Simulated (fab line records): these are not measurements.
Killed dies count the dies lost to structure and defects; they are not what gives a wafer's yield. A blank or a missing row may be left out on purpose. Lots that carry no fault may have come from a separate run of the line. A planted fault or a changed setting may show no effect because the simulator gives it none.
Which tool is to blame? ; flow gf180mcu ; 12 lots with 36 wafers sampled at 4 steps, on a route of 602 steps

WHAT THE GAUGES SHOWED, per wafer
GF_V5_RS_MEAS_24: measures by four-point-probe.
lot;measured;on;V5_W_RS (ohm/sq)
L479;day 27 16:02;film-metro-04;0.328 0.326 0.335
L480;day 27 17:44;film-metro-03;0.328 0.333 0.329
L483;day 28 15:08;film-metro-03;0.329 0.327 0.331
L485;day 29 03:59;film-metro-04;0.318 0.319 0.326
L493;day 31 06:02;film-metro-04;0.329 0.335 0.329
L495;day 31 23:26;film-metro-01;0.332 0.325 0.328
L496;day 32 05:22;film-metro-04;0.325 0.325 0.325
L497;day 32 09:41;film-metro-04;0.327 0.320 0.328
L498;day 32 18:22;film-metro-04;0.321 0.331 0.327
L499;day 33 01:30;film-metro-04;0.332 0.333 0.322
L500;day 33 02:57;film-metro-03;0.329 0.323 0.324
L501;day 33 07:43;film-metro-04;0.321 0.331 0.328

TOOL THAT RAN EACH LOT (tool first, then ch and the chambers of the sampled wafers, then the start)
lot;GF_M4_STRIP_17;GF_V4_CMP_04;GF_V5_ETCH_16
L479;plasma-asher-02 ch 0,1, day 23 22:35;cmp-01 ch 1,2,3, day 23 23:29;rie-diel-01 ch 2,3, day 27 15:07
L480;plasma-asher-02 ch 0,1, day 24 01:07;cmp-02 ch 0,2,3, day 24 02:00;rie-diel-03 ch 0,2,3, day 27 16:49
L483;plasma-asher-03 ch 0, day 25 00:07;cmp-01 ch 0,2, day 25 00:57;rie-diel-03 ch 0,2,3, day 28 14:14
L485;plasma-asher-01 ch 0,1, day 25 14:26;cmp-02 ch 2,3, day 25 15:11;rie-diel-03 ch 1,2,3, day 29 03:02
L493;plasma-asher-02 ch 0,1, day 27 20:28;cmp-02 ch 1,2,3, day 27 21:25;rie-diel-01 ch 0,1,3, day 31 05:07
L495;plasma-asher-03 ch 0, day 28 16:20;cmp-01 ch 0,1, day 28 17:10;rie-diel-02 ch 0,1, day 31 22:32
L496;plasma-asher-02 ch 0,1, day 28 23:03;cmp-02 ch 0,1,3, day 28 23:55;rie-diel-02 ch 1,2,3, day 32 04:25
L497;plasma-asher-02 ch 0,1, day 29 04:22;cmp-02 ch 0,1,3, day 29 05:10;rie-diel-01 ch 0,2, day 32 08:47
L498;plasma-asher-01 ch 0,1, day 29 12:59;cmp-01 ch 0,1, day 29 13:47;rie-diel-01 ch 1,3, day 32 17:22
L499;plasma-asher-03 ch 0,1, day 29 22:08;cmp-01 ch 0,1,3, day 29 23:00;rie-diel-03 ch 0,1,3, day 33 00:28
L500;plasma-asher-02 ch 0,1, day 29 23:41;cmp-02 ch 0,2,3, day 30 00:32;rie-diel-01 ch 0,1,2, day 33 01:56
L501;plasma-asher-02 ch 0,1, day 30 04:30;cmp-02 ch 0,2, day 30 05:23;rie-diel-01 ch 0,2, day 33 06:29
- GF_M4_STRIP_17: strips in O2/N2.
- GF_V4_CMP_04: polishes SiO2.
- GF_V5_ETCH_16: etches BARC in N2/H2.

WHAT THE TOOLS THEMSELVES READ (means of the sampled wafers that have a number; where no wafer has one, the mark that the record gives instead)
GF_M4_STRIP_17.
lot;tool;drypump-motor-current-A (A);heater-power-w (W);oes-product-au (a.u.);strip-time-to-endpoint-s (s)
L479;plasma-asher-02;5.5;328;0.552;7.84
L480;plasma-asher-02;5.5;327;0.551;7.80
L483;plasma-asher-03;6.5;296;0.560;7.87
L485;plasma-asher-01;6.4;361;0.557;7.85
L493;plasma-asher-02;5.5;330;0.559;7.83
L495;plasma-asher-03;6.5;301;0.551;7.85
L496;plasma-asher-02;5.5;331;0.560;7.93
L497;plasma-asher-02;5.5;324;0.556;7.84
L498;plasma-asher-01;6.4;359;0.556;7.80
L499;plasma-asher-03;6.0;313;0.554;7.84
L500;plasma-asher-02;5.5;334;0.556;7.85
L501;plasma-asher-02;5.5;328;0.554;7.81

GF_V4_CMP_04.
lot;tool;head-pressure-psi (psi);motor-current-A (A);time-to-endpoint-s (s)
L479;cmp-01;4.011;11.4;88
L480;cmp-02;3.998;12.0;87
L483;cmp-01;4.007;12.3;73
L485;cmp-02;3.996;12.4;84
L493;cmp-02;3.995;12.3;85
L495;cmp-01;4.007;11.8;79
L496;cmp-02;4.003;11.8;90
L497;cmp-02;3.996;11.9;86
L498;cmp-01;3.994;11.4;74
L499;cmp-01;3.994;12.2;81
L500;cmp-02;3.989;11.6;85
L501;cmp-02;4.003;12.5;90

GF_V5_ETCH_16.
lot;tool;bias-w (W);drypump-motor-current-A (A);oes-product-au (a.u.);rf-fwd-power-W (W);throttle-valve-pct (%)
L479;rie-diel-01;99.87;5.5;0.859;498.7;13.228
L480;rie-diel-03;99.71;6.0;0.855;496.3;13.223
L483;rie-diel-03;99.91;6.1;0.854;577.1;13.231
L485;rie-diel-03;100.19;5.7;0.855;574.8;13.227
L493;rie-diel-01;99.79;5.8;0.851;494.1;13.225
L495;rie-diel-02;100.09;6.2;0.859;494.4;13.224
L496;rie-diel-02;99.88;6.0;0.851;495.2;13.226
L497;rie-diel-01;100.08;5.9;0.857;496.4;13.223
L498;rie-diel-01;100.02;5.6;0.852;496.1;13.226
L499;rie-diel-03;100.09;6.0;0.859;494.9;13.221
L500;rie-diel-01;100.04;5.9;0.856;495.9;13.228
L501;rie-diel-01;100.09;5.9;0.848;496.9;13.222

THE ANSWER, worked out from the rows above alone
Rule: the lots themselves supply what counts as usual. The widest of any qualifying gaps counts: lots, ordered by their means at a reading, are off when they make up no more than a third of the lots, leave a main group of 4 or more, and stand apart from it by 3 or more times the standard deviation of that group's means. The tables above print the reading to a certain number of digits; a main group whose means all agree to those digits is not used. A lot without any number at a reading at which 4 lots or more have one is off too. All remaining lots with rows at the step are treated as sound. After the gauges, taken in route order, come the tools' own readings; for these a lot's mean is taken, as printed above. The first step at which some lot is off is used, and at that step the reading that is off furthest; a lot without a number counts as furthest.
Off: L483, L485, at GF_V5_ETCH_16 (rf-fwd-power-W). The main group has a mean of 495.9 W with a standard deviation of 1.3.
If a tool, at that step or one of the process steps before it, ran each lot that is off and ran no sound lot following the first of them, it fits. Of those tried, none fits.

WHAT THE SIMULATOR HAD INSERTED
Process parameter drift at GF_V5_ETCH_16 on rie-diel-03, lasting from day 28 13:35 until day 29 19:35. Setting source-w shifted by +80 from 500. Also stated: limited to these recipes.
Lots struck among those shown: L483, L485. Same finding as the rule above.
